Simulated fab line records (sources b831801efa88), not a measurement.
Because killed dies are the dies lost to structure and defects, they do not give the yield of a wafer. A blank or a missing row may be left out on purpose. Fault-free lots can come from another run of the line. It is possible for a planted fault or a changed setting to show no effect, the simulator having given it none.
Split-lot experiment || flow sfq line || 23 wafers read across 5 lots, on a route 325 steps long

## ABOUT THE SPLIT
At SFQ_TRILAYER_I1_CMP_CMP_046 (polishes SiO2), the setting leave above ref nm was moved away from the recipe's 200 nm on 9 of the 23 wafers read, by +2.9% to +3.8%. All remaining wafers had this setting at the recipe value.

There is no step in the file separating the split from the reading.

## THE READING
thk nm, in nm, at SFQ_TRILAYER_I1_METRO_MEASURE_047. On this fab line, fault-free wafers typically give 201.0 nm with a standard deviation of 1 nm.

{"wafer": "L074.4", "tool, chamber at the split": "cmp-01, 0", "leave above ref nm as run, nm": 200, "against the recipe": "recipe", "thk nm, nm": 201.5, "against lot-mates on the recipe": "-"}
{"wafer": "L074.5", "tool, chamber at the split": "cmp-01, 3", "leave above ref nm as run, nm": 200, "against the recipe": "recipe", "thk nm, nm": 201.4, "against lot-mates on the recipe": "-"}
{"wafer": "L074.6", "tool, chamber at the split": "cmp-01, 0", "leave above ref nm as run, nm": 200, "against the recipe": "recipe", "thk nm, nm": 200.5, "against lot-mates on the recipe": "-"}
{"wafer": "L077.1", "tool, chamber at the split": "cmp-01, 1", "leave above ref nm as run, nm": 205.8, "against the recipe": "+2.9%", "thk nm, nm": 206.5, "against lot-mates on the recipe": "+5.1"}
{"wafer": "L077.3", "tool, chamber at the split": "cmp-01, 2", "leave above ref nm as run, nm": 200, "against the recipe": "recipe", "thk nm, nm": 201.1, "against lot-mates on the recipe": "-"}
{"wafer": "L077.4", "tool, chamber at the split": "cmp-01, 3", "leave above ref nm as run, nm": 205.8, "against the recipe": "+2.9%", "thk nm, nm": 207.8, "against lot-mates on the recipe": "+6.4"}
{"wafer": "L077.5", "tool, chamber at the split": "cmp-01, 1", "leave above ref nm as run, nm": 205.8, "against the recipe": "+2.9%", "thk nm, nm": 206.1, "against lot-mates on the recipe": "+4.7"}
{"wafer": "L077.6", "tool, chamber at the split": "cmp-01, 0", "leave above ref nm as run, nm": 200, "against the recipe": "recipe", "thk nm, nm": 201.8, "against lot-mates on the recipe": "-"}
{"wafer": "L081.1", "tool, chamber at the split": "cmp-02, 1", "leave above ref nm as run, nm": 206.6, "against the recipe": "+3.3%", "thk nm, nm": 207.0, "against lot-mates on the recipe": "+6.4"}
{"wafer": "L081.2", "tool, chamber at the split": "cmp-02, 3", "leave above ref nm as run, nm": 200, "against the recipe": "recipe", "thk nm, nm": 199.5, "against lot-mates on the recipe": "-"}
{"wafer": "L081.3", "tool, chamber at the split": "cmp-02, 0", "leave above ref nm as run, nm": 206.6, "against the recipe": "+3.3%", "thk nm, nm": 206.9, "against lot-mates on the recipe": "+6.3"}
{"wafer": "L081.4", "tool, chamber at the split": "cmp-02, 2", "leave above ref nm as run, nm": 200, "against the recipe": "recipe", "thk nm, nm": 201.7, "against lot-mates on the recipe": "-"}
{"wafer": "L081.6", "tool, chamber at the split": "cmp-02, 1", "leave above ref nm as run, nm": 206.6, "against the recipe": "+3.3%", "thk nm, nm": 207.4, "against lot-mates on the recipe": "+6.8"}
{"wafer": "L084.1", "tool, chamber at the split": "cmp-02, 1", "leave above ref nm as run, nm": 207.6, "against the recipe": "+3.8%", "thk nm, nm": 207.9, "against lot-mates on the recipe": "+6.5"}
{"wafer": "L084.2", "tool, chamber at the split": "cmp-02, 3", "leave above ref nm as run, nm": 200, "against the recipe": "recipe", "thk nm, nm": 200.8, "against lot-mates on the recipe": "-"}
{"wafer": "L084.3", "tool, chamber at the split": "cmp-02, 2", "leave above ref nm as run, nm": 200, "against the recipe": "recipe", "thk nm, nm": 202.0, "against lot-mates on the recipe": "-"}
{"wafer": "L084.5", "tool, chamber at the split": "cmp-02, 0", "leave above ref nm as run, nm": 207.6, "against the recipe": "+3.8%", "thk nm, nm": 208.2, "against lot-mates on the recipe": "+6.8"}
{"wafer": "L084.6", "tool, chamber at the split": "cmp-02, 1", "leave above ref nm as run, nm": 207.6, "against the recipe": "+3.8%", "thk nm, nm": 207.7, "against lot-mates on the recipe": "+6.3"}
{"wafer": "L085.1", "tool, chamber at the split": "cmp-02, 1", "leave above ref nm as run, nm": 200, "against the recipe": "recipe", "thk nm, nm": 199.6, "against lot-mates on the recipe": "-"}
{"wafer": "L085.2", "tool, chamber at the split": "cmp-02, 2", "leave above ref nm as run, nm": 200, "against the recipe": "recipe", "thk nm, nm": 201.1, "against lot-mates on the recipe": "-"}
{"wafer": "L085.3", "tool, chamber at the split": "cmp-02, 3", "leave above ref nm as run, nm": 200, "against the recipe": "recipe", "thk nm, nm": 200.2, "against lot-mates on the recipe": "-"}
{"wafer": "L085.5", "tool, chamber at the split": "cmp-02, 2", "leave above ref nm as run, nm": 200, "against the recipe": "recipe", "thk nm, nm": 201.4, "against lot-mates on the recipe": "-"}
{"wafer": "L085.6", "tool, chamber at the split": "cmp-02, 1", "leave above ref nm as run, nm": 200, "against the recipe": "recipe", "thk nm, nm": 199.6, "against lot-mates on the recipe": "-"}

THE FIT
A straight line over all 23 wafers: thk nm changes by +1.91 nm for each +1% of leave above ref nm; r = +0.97; the points scatter about the line by 0.76 nm.
The same after taking each lot's own level away (the mean of its wafers on the recipe; 23 wafers): +1.83 nm for each +1%; r = +0.98; scatter 0.68 nm.
That fit puts the effect of the largest move of leave above ref nm on the reading at 6.9 nm.
The lots' own levels span 200.38 to 201.45 nm, that is 1.1 times the standard deviation above.
Hence the lot-to-lot level has little effect on the slope; both slopes agree.
Check: with one of the wafers moved furthest among these (+3.8%) left out of the fit, the line predicts +7.03 nm for it against its lot-mates. Against them it came out at +6.5 nm.

## OTHER SPLITS APPLIED TO THESE WAFERS
These wafers also went through other splits before the reading. Each is held against what the fit with the lots' levels taken away leaves over:
{"other split on the same wafers": "SFQ_TRILAYER_INCOMING_OXIDATION_002 ox time s", "wafers away from the commonest value": 10, "r with thk nm (lot level and that fit taken away)": -0.17}
{"other split on the same wafers": "SFQ_TRILAYER_M0_DEP_SPUTTER_019 time s", "wafers away from the commonest value": 8, "r with thk nm (lot level and that fit taken away)": "+0.14"}
{"other split on the same wafers": "SFQ_TRILAYER_I0_VIA_LITHO_EXPOSE_032 dose mj", "wafers away from the commonest value": 7, "r with thk nm (lot level and that fit taken away)": "+0.01"}
{"other split on the same wafers": "SFQ_TRILAYER_I0_VIA_BARC_OPEN_VIA_ETCH_046 source w", "wafers away from the commonest value": 11, "r with thk nm (lot level and that fit taken away)": -0.13}
{"other split on the same wafers": "SFQ_TRILAYER_M1_DEP_SPUTTER_037 time s", "wafers away from the commonest value": 6, "r with thk nm (lot level and that fit taken away)": "+0.13"}
{"other split on the same wafers": "SFQ_TRILAYER_M1_LITHO_EXPOSE_040 dose mj", "wafers away from the commonest value": 5, "r with thk nm (lot level and that fit taken away)": "+0.06"}

## THE WHOLE CHAIN: every reading that the file lists as answering this split, in the file's order
{"step": "SFQ_TRILAYER_I1_CMP_CMP_046", "what it does": "polishes SiO2", "reading": "SiO2_of_TRILAYER_I1_DEP_PECVD_045.thk nm (the simulator's own value, which no gauge read)", "change (the file's fit)": "+1.84 nm for each +1% of the setting", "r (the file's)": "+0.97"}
{"step": "SFQ_TRILAYER_I1_METRO_MEASURE_047", "what it does": "", "reading": "thk nm", "change (the file's fit)": "+1.83 nm for each +1% of the setting", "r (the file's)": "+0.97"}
{"step": "SFQ_TRILAYER_I1_VIA_ETCH_VIA_ETCH_052", "what it does": "etches SiO2 in CHF3, stops on Nb, target depth 260 nm", "reading": "I1.feature depth nm (the simulator's own value, which no gauge read)", "change (the file's fit)": "+1.84 nm for each +1% of the setting", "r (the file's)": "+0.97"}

## FILE'S OWN FIT
thk nm changes by +1.83 nm for each +1% of leave above ref nm, r = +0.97.
